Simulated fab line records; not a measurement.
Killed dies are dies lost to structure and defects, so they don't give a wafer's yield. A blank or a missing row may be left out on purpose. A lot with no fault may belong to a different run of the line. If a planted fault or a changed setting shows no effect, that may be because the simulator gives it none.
Commonality check across tools	flow gf180mcu	Sample size 13 lots and 39 wafers

== THE REASON FOR OPENING IT ==
At GF_MVSD_TW_MEAS_11 the reading MVSD_TW is flagged on 1 of 13 lots. No-fault wafers: 1593, standard deviation 7.6.
Rule: flag the lot when none of its wafers has a number, or when each of its wafers that has one lies beyond 4 standard deviations from that mean. All remaining lots are regarded as sound.

lot	measured	on	MVSD_TW, wafer by wafer	flag
L303	day 4 11:02	filmMetro-02	1602 1610 1598	
L304	day 4 19:08	filmMetro-01	1600 1599 1603	
L307	day 5 10:46	filmMetro-01	30 30 30	FLAGGED
L308	day 5 16:35	filmMetro-01	1597 1594 1593	
L310	day 6 03:56	filmMetro-03	1593 1599 1594	
L317	day 7 19:49	filmMetro-02	1592 1588 1590	
L318	day 8 03:07	filmMetro-03	1586 1599 1594	
L320	day 8 13:47	filmMetro-02	1597 1595 1594	
L322	day 9 00:55	filmMetro-02	1580 1581 1582	
L323	day 9 06:31	filmMetro-03	1599 1602 1603	
L324	day 9 13:25	filmMetro-03	1596 1587 1593	
L325	day 9 19:44	filmMetro-02	1589 1583 1588	
L326	day 10 01:32	filmMetro-01	1595 1588 1583	
Averaged over the flagged lots the numbers come to 30, -1563 from the usual (-99 or more standard deviations).

== LOT BY LOT: THE TOOL USED ==
The record holds 3 process steps before the reading, out of a route of 602 steps. In each cell: the tool, then ch and the chambers that the sampled wafers went through, then the start.
lot	flag	GF_NWELL_STRIP_10	GF_MVSD_EXPOSE_04	GF_MVSD_STRIP_10
L303		plasmaAsher-03 ch 0,1, day 3 07:58	ilineStepper-01 ch 0, day 4 04:23	plasmaAsher-01 ch 0,1, day 4 10:56
L304		plasmaAsher-01 ch 0,1, day 3 15:33	ilineStepper-01 ch 0, day 4 12:02	plasmaAsher-02 ch 0,1, day 4 19:02
L307	FLAGGED	plasmaAsher-03 ch 0,1, day 4 06:25	ilineStepper-01 ch 0, day 5 03:47	plasmaAsher-04 ch 0,1, day 5 10:39
L308		plasmaAsher-03 ch 0, day 4 11:18	ilineStepper-01 ch 0, day 5 09:00	plasmaAsher-01 ch 0,1, day 5 16:29
L310		plasmaAsher-03 ch 0,1, day 4 22:10	ilineStepper-02 ch 0, day 5 20:38	plasmaAsher-01 ch 0,1, day 6 03:50
L317		plasmaAsher-01 ch 0,1, day 6 12:34	ilineStepper-02 ch 0, day 7 11:27	plasmaAsher-04 ch 0,1, day 7 19:43
L318		plasmaAsher-03 ch 0,1, day 6 18:52	ilineStepper-01 ch 0, day 7 18:29	plasmaAsher-02 ch 0,1, day 8 03:01
L320		plasmaAsher-01 ch 0,1, day 7 04:28	ilineStepper-01 ch 0, day 8 05:15	plasmaAsher-04 ch 0,1, day 8 13:41
L322		plasmaAsher-03 ch 0,1, day 7 14:44	ilineStepper-02 ch 0, day 8 16:02	plasmaAsher-04 ch 0,1, day 9 00:50
L323		plasmaAsher-01 ch 0,1, day 7 20:35	ilineStepper-01 ch 0, day 8 21:43	plasmaAsher-01 ch 0,1, day 9 06:25
L324		plasmaAsher-01 ch 0,1, day 8 02:44	ilineStepper-02 ch 0, day 9 03:44	plasmaAsher-04 ch 0,1, day 9 13:19
L325		plasmaAsher-01 ch 0,1, day 8 08:37	ilineStepper-02 ch 0, day 9 10:19	plasmaAsher-02 ch 0,1, day 9 19:38
L326		plasmaAsher-04 ch 0,1, day 8 14:38	ilineStepper-01 ch 0, day 9 17:01	plasmaAsher-04 ch 0,1, day 10 01:26
These steps, and what they do:
- GF_NWELL_STRIP_10: strips in O2/N2.
- GF_MVSD_EXPOSE_04: exposes mask MVSD, target cd 1000 nm.
- GF_MVSD_STRIP_10: strips in O2/N2.
- GF_MVSD_TW_MEAS_11

== FLAGGED AGAINST TOTAL, ONE TOOL AT A TIME (gauges that did the reading follow at the end) ==
step	tool	lots run	flagged	share of the flagged lots	sound lots run after its first flagged lot
GF_NWELL_STRIP_10	plasmaAsher-01	6	0	none	-
GF_NWELL_STRIP_10	plasmaAsher-03	6	1	all	4 (L308,L310,L318,L322)
GF_NWELL_STRIP_10	plasmaAsher-04	1	0	none	-
GF_MVSD_EXPOSE_04	ilineStepper-01	8	1	all	5 (L308,L318,L320,L323,L326)
GF_MVSD_EXPOSE_04	ilineStepper-02	5	0	none	-
GF_MVSD_STRIP_10	plasmaAsher-01	4	0	none	-
GF_MVSD_STRIP_10	plasmaAsher-02	3	0	none	-
GF_MVSD_STRIP_10	plasmaAsher-04	6	1	all	5 (L317,L320,L322,L324,L326)
GF_MVSD_TW_MEAS_11	filmMetro-01	4	1	all	2 (L308,L326)
GF_MVSD_TW_MEAS_11	filmMetro-02	5	0	none	-
GF_MVSD_TW_MEAS_11	filmMetro-03	4	0	none	-

== WHAT IS ALLOWED BY THE TABLE ==
4 rows of the table ran every flagged lot: plasmaAsher-03 at GF_NWELL_STRIP_10, ilineStepper-01 at GF_MVSD_EXPOSE_04, plasmaAsher-04 at GF_MVSD_STRIP_10, filmMetro-01 at GF_MVSD_TW_MEAS_11.
- plasmaAsher-03 at GF_NWELL_STRIP_10: 1 of its 6 lots flagged. Sound lots followed the first flagged one (L308, L310, L318, L322) on it, something a lasting fault affecting the whole tool could not allow.
- ilineStepper-01 at GF_MVSD_EXPOSE_04: 1 of its 8 lots flagged. Sound lots followed the first flagged one (L308, L318, L320, L323, L326) on it, something a lasting fault affecting the whole tool could not allow.
- plasmaAsher-04 at GF_MVSD_STRIP_10: 1 of its 6 lots flagged. Sound lots followed the first flagged one (L317, L320, L322, L324, L326) on it, something a lasting fault affecting the whole tool could not allow.
- filmMetro-01 at GF_MVSD_TW_MEAS_11: 1 of its 4 lots flagged. Sound lots followed the first flagged one (L308, L326) on it, something a lasting fault affecting the whole tool could not allow.
Not one row of the table ran every flagged lot while running no sound lot after the first.

== WHAT THE SIMULATOR HAD INSERTED ==
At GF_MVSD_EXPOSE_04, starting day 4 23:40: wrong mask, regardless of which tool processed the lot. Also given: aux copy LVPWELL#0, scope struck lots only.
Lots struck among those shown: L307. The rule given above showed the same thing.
